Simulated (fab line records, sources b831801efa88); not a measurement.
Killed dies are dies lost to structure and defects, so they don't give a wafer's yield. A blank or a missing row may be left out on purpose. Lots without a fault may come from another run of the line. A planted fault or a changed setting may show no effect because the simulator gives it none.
Which tool did it? | flow sky130 | 13 lots, 37 wafers sampled, at 4 steps of a route of 708

WHAT THE GAUGES READ, wafer by wafer
SKY_VIA1_THK_MEAS_01.
lot  | measured     | on            | VIA1_HDPCVD_THK (nm)
L335 | day 32 23:38 | film_metro-01 | 1021 1031 1020
L337 | day 33 13:54 | film_metro-03 | 1035 1001 1016
L340 | day 34 20:31 | film_metro-01 | 1013 1016 1021
L342 | day 35 14:57 | film_metro-04 | 1042 1015 1029
L343 | day 35 23:47 | film_metro-03 | 1016 1021 1009
L346 | day 36 20:26 | film_metro-01 | 1027 1018 1028
L347 | day 37 00:29 | film_metro-04 | 1023 1023
L348 | day 37 01:22 | film_metro-03 | 1031 1036 1023
L349 | day 37 05:58 | film_metro-04 | 1045 1029 1040
L351 | day 38 02:43 | film_metro-04 | 1034 1033 1038
L352 | day 38 08:37 | film_metro-03 | 1039 1053
L353 | day 38 15:23 | film_metro-01 | 1018 1018 1017
L356 | day 39 12:42 | film_metro-04 | 1028 1019 1034

SKY_VIA2_CD_MEAS_12: target cd 200 nm.
lot  | measured     | on        | cd_nm (nm)
L335 | day 36 11:17 | cd_sem-01 | 199.2 200.4 199.8
L337 | day 37 01:49 | cd_sem-02 | 199.9 198.7 200.0
L340 | day 38 06:49 | cd_sem-01 | 202.8 202.2 202.0
L342 | day 39 00:14 | cd_sem-01 | 198.0 197.0 198.1
L343 | day 39 08:43 | cd_sem-01 | 200.1 201.9 202.6
L346 | day 40 06:53 | cd_sem-01 | 200.4 198.4 200.6
L347 | day 40 08:31 | cd_sem-02 | 200.7 201.5
L348 | day 40 09:41 | cd_sem-01 | 199.0 198.6 198.5
L349 | day 40 12:49 | cd_sem-01 | 201.4 201.4 201.3
L351 | day 41 10:41 | cd_sem-02 | 199.1 199.6 200.9
L352 | day 41 14:33 | cd_sem-01 | 196.3 197.4
L353 | day 41 19:22 | cd_sem-02 | 198.8 200.4 198.4
L356 | day 42 17:22 | cd_sem-01 | 199.8 199.8 198.2

SKY_CAPM_OVL_MEAS_12.
lot  | measured     | on         | CAPM_OVL (nm)
L335 | day 37 15:24 | overlay-01 | 0.2 0.2 0.2
L337 | day 38 05:25 | overlay-01 | 1.6 3.5 2.1
L340 | day 39 09:02 | overlay-02 | -1.9 -2.2 -1.2
L346 | day 41 09:03 | overlay-02 | 0.8 0.6 1.7
L347 | day 41 10:10 | overlay-01 | -0.4 1.3
L348 | day 41 12:10 | overlay-01 | 1.1 -0.1 -0.4
L349 | day 41 15:04 | overlay-01 | -1.0 1.1 1.0
L351 | day 42 11:55 | overlay-01 | 0.7 -0.3 0.1
L352 | day 42 16:36 | overlay-02 | 0.0 -0.2
L353 | day 42 20:16 | overlay-01 | 0.3 1.4 1.1
L356 | day 44 05:31 | overlay-01 | 1.9 2.3 2.0

WHICH TOOL RAN EACH LOT (tool, then ch and the chambers of the sampled wafers, then the start)
lot  | SKY_VIA2_SPUTTER_20
L335 | pvd_sputter-04, day 36 12:07
L337 | pvd_sputter-04, day 37 02:41
L340 | pvd_sputter-04, day 38 07:42
L342 | pvd_sputter-04, day 39 01:07
L343 | pvd_sputter-02, day 39 09:34
L346 | pvd_sputter-03, day 40 07:43
L347 | pvd_sputter-02, day 40 09:19
L348 | pvd_sputter-03, day 40 10:34
L349 | pvd_sputter-04, day 40 13:40
L351 | pvd_sputter-03, day 41 11:33
L352 | pvd_sputter-03, day 41 15:46
L353 | pvd_sputter-02, day 41 20:11
L356 | pvd_sputter-04, day 42 18:13
- SKY_VIA2_SPUTTER_20: material TiN, target thk 20 nm, time 80 s.

WHAT THE TOOLS THEMSELVES READ (means of the sampled wafers that have a number; where no wafer has one, the mark that the record gives instead)
SKY_VIA2_SPUTTER_20.
lot  | tool           | cathode_dc_power_W (W) | chamber_pressure_pa (Pa) | throttle_valve_pct (%)
L335 | pvd_sputter-04 | 4000.1                 | 5.004                    | 28.6
L337 | pvd_sputter-04 | 4000.3                 | 4.996                    | 29.7
L340 | pvd_sputter-04 | 3999.5                 | 5.006                    | 29.7
L342 | pvd_sputter-04 | -                      | -                        | -
L343 | pvd_sputter-02 | -                      | -                        | -
L346 | pvd_sputter-03 | 4000.1                 | 5.001                    | 31.4
L347 | pvd_sputter-02 | 4000.3                 | 5.011                    | 30.1
L348 | pvd_sputter-03 | 3999.9                 | 4.997                    | 30.8
L349 | pvd_sputter-04 | 3999.4                 | 4.999                    | 29.2
L351 | pvd_sputter-03 | 4000.0                 | 5.002                    | 30.7
L352 | pvd_sputter-03 | 3999.8                 | 4.998                    | 31.4
L353 | pvd_sputter-02 | 3999.9                 | 5.006                    | 30.3
L356 | pvd_sputter-04 | 4000.5                 | 5.006                    | 29.1

THE ANSWER, worked out from the rows above alone
Rule: what is usual is taken from the lots themselves. Put in order of their means at a reading, lots are off if they are a third of the lots or fewer, leave a main group of 4 or more, and stand apart from it by a gap of 3 or more times the standard deviation of the main group's means; of several such gaps the widest counts. A main group whose means are all the same, to the digits that the tables above print for the reading, isn't used. A lot without any number at a reading at which 4 lots or more have one is off too. The other lots that the step has rows for count as sound. The gauges are gone through in route order, then the tools' own readings, and for those a lot's mean is taken as printed above. The first step at which some lot is off is used, and at that step the reading that is off furthest; a lot without a number counts as furthest.
Off: L342, L343, at SKY_VIA2_SPUTTER_20 (cathode_dc_power_W). Without a number there: L342, L343. The main group: mean 4000.0 W, standard deviation 0.32.
A tool fits if, at that step or a process step before it, it ran every lot that is off, and no sound lot after the first of them. None of those tried fits.

WHAT THE SIMULATOR HAD PUT IN
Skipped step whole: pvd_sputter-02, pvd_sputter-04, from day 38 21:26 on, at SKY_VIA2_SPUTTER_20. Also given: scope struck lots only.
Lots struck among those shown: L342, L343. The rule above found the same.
